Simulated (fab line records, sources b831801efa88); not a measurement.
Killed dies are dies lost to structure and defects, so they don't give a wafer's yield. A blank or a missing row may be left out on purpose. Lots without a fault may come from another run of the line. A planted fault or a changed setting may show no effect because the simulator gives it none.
Chamber matching | flow gf180mcu | GF_M2_STRIP_18 on wet_bench-03: 4 sister chambers
The step strips in post etch residue remover, time 1200 s. 8 wafers are shown with their chamber, then 7 later ones without.

WAFERS WITH THEIR CHAMBER
wafer  | chamber | bath_heat_duty_pct (%)
L528.2 | 3       | 11.8
L528.5 | 3       | 12.8
L529.2 | 2       | 11.5
L529.5 | 2       | 12.0
L531.4 | 1       | 12.1
L531.6 | 1       | 13.0
L535.2 | 0       | 14.6
L535.3 | 0       | 16.1

WAFERS WITHOUT THEIR CHAMBER
wafer  | bath_heat_duty_pct (%)
L535.6 | 15.7
L546.2 | 11.0
L546.3 | 11.7
L546.5 | 13.2
L547.2 | 12.8
L547.3 | 12.5
L547.6 | 11.5

WHICH CHAMBER EACH WENT THROUGH
wafer  | from the rows above          | in truth
L535.6 | 0                            | 0
L546.2 | can't be placed: 2 or 3 or 1 | 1
L546.3 | can't be placed: 2 or 3 or 1 | 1
L546.5 | can't be placed: 1 or 3 or 2 | 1
L547.2 | can't be placed: 1 or 3 or 2 | 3
L547.3 | can't be placed: 1 or 3 or 2 | 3
L547.6 | can't be placed: 2 or 3 or 1 | 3
Placed correctly: 1 of 7. Can't be placed from these rows: 6 (the true chamber is among the candidates in 6). Placed wrongly: 0.
How it was worked out, from the rows above alone: a wafer's distance from a chamber is the root of the sum, over the readings, of the square of ((its reading less the chamber's mean) divided by the reading's scatter). The wafer belongs to the nearest chamber; if the next one is less than 2 further off, it can't be placed. A chamber's mean is the mean of its shown wafers. The scatter: the root of (the sum of the squares of (reading less its chamber's mean) over the shown wafers, divided by (wafers less chambers)).
